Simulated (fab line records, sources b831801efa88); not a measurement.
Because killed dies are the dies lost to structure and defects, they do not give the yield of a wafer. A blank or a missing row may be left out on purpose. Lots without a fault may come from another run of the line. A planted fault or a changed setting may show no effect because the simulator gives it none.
Matching of chambers | flow gf180mcu | pecvd-02 running GF_V2_CVD_02: 3 sister chambers
The step deposits SiO2 from TEOS, target thk 850 nm, time 94.851 s. 6 wafers are shown with their chamber, then 10 later ones without.

== EACH WAFER AND ITS CHAMBER ==
wafer  | chamber | heater power w (W) | heater power outer w (W)
L081.6 | 1       | 619                | 303
L082.6 | 2       | 625                | 342
L084.1 | 2       | 564                | 302
L084.4 | 0       | 660                | 354
L087.1 | 1       | 717                | 394
L087.2 | 0       | 609                | 310

== WAFERS MISSING THEIR CHAMBER ==
wafer  | heater power w (W) | heater power outer w (W)
L087.3 | 580                | 319
L087.4 | 650                | 345
L087.5 | 637                | 357
L087.6 | 727                | 411
L093.2 | 537                | 270
L093.4 | 659                | 372
L093.6 | 748                | 409
L097.2 | 722                | 398
L097.4 | 747                | 400
L097.5 | 525                | 275

== THE CHAMBER EACH PASSED THROUGH ==
wafer  | from the rows above          | in truth
L087.3 | can't be placed: 2 or 0 or 1 | 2
L087.4 | can't be placed: 1 or 0 or 2 | 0
L087.5 | can't be placed: 0 or 1 or 2 | 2
L087.6 | can't be placed: 1 or 0 or 2 | 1
L093.2 | can't be placed: 2 or 0 or 1 | 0
L093.4 | can't be placed: 1 or 0 or 2 | 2
L093.6 | can't be placed: 1 or 0 or 2 | 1
L097.2 | can't be placed: 1 or 0 or 2 | 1
L097.4 | can't be placed: 1 or 0 or 2 | 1
L097.5 | can't be placed: 2 or 0 or 1 | 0
Correct placement for 0 of the 10. Cannot be placed on the basis of these rows: 10; the candidates contain the true chamber in 10. Wrongly placed: 0.
How it was worked out, from the rows above alone: a wafer's distance from a chamber is the root of the sum, over the readings, of the square of ((its reading less the chamber's mean) divided by the reading's scatter). If the next closest chamber is less than 2 further off than the closest, the wafer can't be placed; otherwise it belongs to the closest. Each chamber's mean is taken over the wafers shown for it. The scatter is the square root of a quotient: the sum, over the shown wafers, of each reading's squared deviation from its chamber's mean, divided by wafers minus chambers.
